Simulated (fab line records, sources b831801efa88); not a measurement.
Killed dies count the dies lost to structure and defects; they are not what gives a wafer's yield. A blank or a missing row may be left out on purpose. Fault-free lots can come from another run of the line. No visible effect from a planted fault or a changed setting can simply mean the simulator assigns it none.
A struck lot beside a sound one | flow gf180mcu | 20 out of 602 route steps
Sound: these wafers, L833.1, L833.3, L833.5. Wafers L837.3, L837.4, L837.5 were the ones struck. The cause is named last.
For every step that has rows: the tool of each side, followed by ch and its chambers, followed by its first start. Under that, the readings that differ: sound wafers | struck wafers | difference of the means | sigmas: that difference in standard deviations of wafers without a fault.
alike: same words and numbers on both sides, and readings whose means sit less than 2 such deviations apart. not compared: any withheld reading, any reading some wafer has no value for, any bound like >300 that may hide the same value, and any number with overlapping values for which the record gives no deviation.
Wherever a step has rows on one side only, a row that says differs or no value, or a row with sigmas, the two part there. When numbers do not overlap yet have no deviation, they are printed without sigmas and do not part them. A reading that every wafer of one side lacks parts them only if that side has two wafers or more.

first, 1 step without rows for these wafers: GF_NSD_IMPLANT_10.
GF_NSD_STRIP_11: strips in O2/N2.
  sound on plasma-asher-04 ch 0, day 13 21:22; struck on plasma-asher-03 ch 0,1, day 15 08:08
  reading            | sound       | struck      | difference | sigmas
  heater-power-w (W) | 418 421 416 | 300 291 295 | -123       | -2
  alike: drypump-motor-current-A, oes-product-au, platen-temp-c, strip-time-to-endpoint-s
  not compared: rf-hours-counter-h
GF_NSD_TW_MEAS_12:
  struck on film-metro-02, day 15 08:14; sound on film-metro-02, day 13 21:28
  alike: NSD_TW
then, 7 steps without rows for these wafers: GF_PSD_DEHYDRATE_00 (time 60 s); GF_PSD_HMDS_01 (prime time 60 s); GF_PSD_COAT_02 (resist thk 1000 nm); GF_PSD_SOFTBAKE_03 (time 60 s); GF_PSD_EXPOSE_04 (exposes mask Pplus, target cd 400 nm); GF_PSD_PEB_05; GF_PSD_DEVELOP_06 (develop time 61.15 s).
GF_PSD_CD_MEAS_07: target cd 400 nm.
  struck on cd-sem-01, day 16 06:01; sound on cd-sem-02, day 14 18:36
  alike: cd-nm
GF_PSD_OVL_MEAS_08:
  struck on overlay-01, day 16 06:06; sound on overlay-02, day 14 18:43
  alike: PSD_OVL
GF_PSD_IMPLANT_09:
  sound on implanter-01 ch 0, day 14 18:46; struck on implanter-01 ch 0, day 16 06:10
  reading       | sound                            | struck                           | difference  | sigmas
  dose-ions-cm2 | 1.5012e+15 1.4982e+15 1.5007e+15 | 1.5558e+15 1.5513e+15 1.5524e+15 | +5.3133e+13 | +35
  alike: beam-energy-keV
GF_PSD_STRIP_10: strips in O2/N2.
  sound on plasma-asher-04 ch 0,1, day 14 18:55; struck on plasma-asher-03 ch 0,1, day 16 06:19
  reading                     | sound          | struck         | difference | sigmas
  drypump-motor-current-A (A) | 5.79 5.89 5.78 | 6.43 6.62 6.63 | +0.74      | +2
  alike: heater-power-w, oes-product-au, platen-temp-c, strip-time-to-endpoint-s
  not compared: rf-hours-counter-h
GF_PSD_TW_MEAS_11:
  struck on film-metro-03, day 16 06:23; sound on film-metro-03, day 14 19:01
  alike: PSD_TW
then, 1 step without rows for these wafers: GF_PSD_CLEAN_12 (cleans in SC1/SC2, time 150 s).
GF_PSD_RTA_13: time 20 s.
  sound on rtp-anneal-01 ch 0, day 14 19:07; struck on rtp-anneal-02 ch 0, day 16 06:31
  reading            | sound    | struck   | difference | sigmas
  lamp-power-pct (%) | 33 33 33 | 39 39 39 | +6         | +2
  alike: wafer_temp_C_max
GF_PSD_RS_MEAS_14: uses a four-point probe to measure.
  struck on film-metro-04, day 16 06:37; sound on film-metro-02, day 14 19:12
  alike: NSD_RS
GF_PSD_RS_MEAS_15: uses a four-point probe to measure.
  struck on film-metro-04, day 16 06:44; sound on film-metro-02, day 14 19:19
  reading         | sound                | struck               | difference | sigmas
  PSD_RS (ohm/sq) | 109.08 108.77 108.44 | 108.07 107.76 107.93 | -0.84      | -4
GF_SAB_CVD_00: deposits SiO2 from TEOS, target thk 50 nm, time 4.9302 s.
  sound on pecvd-03 ch 1,2, day 14 19:26; struck on pecvd-04 ch 0,1,2, day 16 06:49
  alike: heater-power-w

== WHERE THEY PART ==
First at GF_NSD_STRIP_11; last, within this record, at GF_PSD_RS_MEAS_15. Later steps at which nothing parts them and some readings are alike: GF_SAB_CVD_00.

WHY: whatever the simulator had introduced
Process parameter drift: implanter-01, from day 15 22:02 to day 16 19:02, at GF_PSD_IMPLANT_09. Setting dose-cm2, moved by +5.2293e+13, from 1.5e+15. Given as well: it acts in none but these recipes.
